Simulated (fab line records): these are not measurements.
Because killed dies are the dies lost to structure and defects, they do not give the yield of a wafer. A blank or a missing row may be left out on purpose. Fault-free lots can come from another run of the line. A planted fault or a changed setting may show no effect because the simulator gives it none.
Which tool was responsible? ; flow sky130 ; 35 wafers sampled from 12 lots at 1 step of a route of 708

== WHAT THE GAUGES READ, wafer by wafer ==
SKY_METAL2_RS_MEAS_05: measures by four-point-probe.
lot;measured;on;METAL2_ALCU_RS (ohm/sq)
L246;day 33 23:59;filmMetro-01;0.1309 0.1313 0.1324
L247;day 34 07:32;filmMetro-02;0.1349 0.1328 0.1347
L248;day 34 11:28;filmMetro-03;0.1310 0.1324 0.1312
L251;day 35 14:15;filmMetro-01;0.1322 0.1325 0.1330
L252;day 36 05:11;filmMetro-02;0.1332 0.1320 0.1333
L256;day 37 12:42;filmMetro-02;0.1317 0.1311 0.1327
L257;day 37 15:06;filmMetro-03;0.1337 0.1329 0.1327
L258;day 38 00:38;filmMetro-03;0.1330 0.1335 0.1327
L259;day 38 08:08;filmMetro-02;0.1317 0.1310 0.1315
L260;day 38 11:34;filmMetro-03;0.1341 0.1347 0.1342
L261;day 38 22:59;filmMetro-03;0.1322 0.1302 0.1306
L263;day 39 21:35;filmMetro-03;0.1307 0.1305

== TOOL THAT RAN EACH LOT (tool first, then ch and the chambers of the sampled wafers, then the start) ==
The record shows no process step preceding these readings.

== AS READ BY THE TOOLS THEMSELVES (means over the sampled wafers that have a number; for cases with no such wafer, the mark the record gives instead) ==
The record holds no such reading with a usual standard deviation.

== THE ANSWER, worked out from the rows above alone ==
Rule: usual is defined by the lots themselves. Put in order of their means at a reading, lots are off if they are a third of the lots or fewer, leave a main group of 4 or more, and stand apart from it by a gap of 3 or more times the standard deviation of the main group's means; of several such gaps the widest counts. If all means in a main group match to the digits the tables above print for the reading, that group is not used. Also off: a lot with no number at a reading for which 4 or more lots have one. Where the step has rows for the other lots, those lots are counted as sound. First the gauges in route order, then the tools' own readings, where a lot's mean is used as printed above. At the first step where some lot is off, the reading lying furthest off is the one used; lots without a number count as furthest.
Across all readings shown, no lot is off: no conclusion can be drawn from this.

== WHAT HAD BEEN PUT IN BY THE SIMULATOR ==
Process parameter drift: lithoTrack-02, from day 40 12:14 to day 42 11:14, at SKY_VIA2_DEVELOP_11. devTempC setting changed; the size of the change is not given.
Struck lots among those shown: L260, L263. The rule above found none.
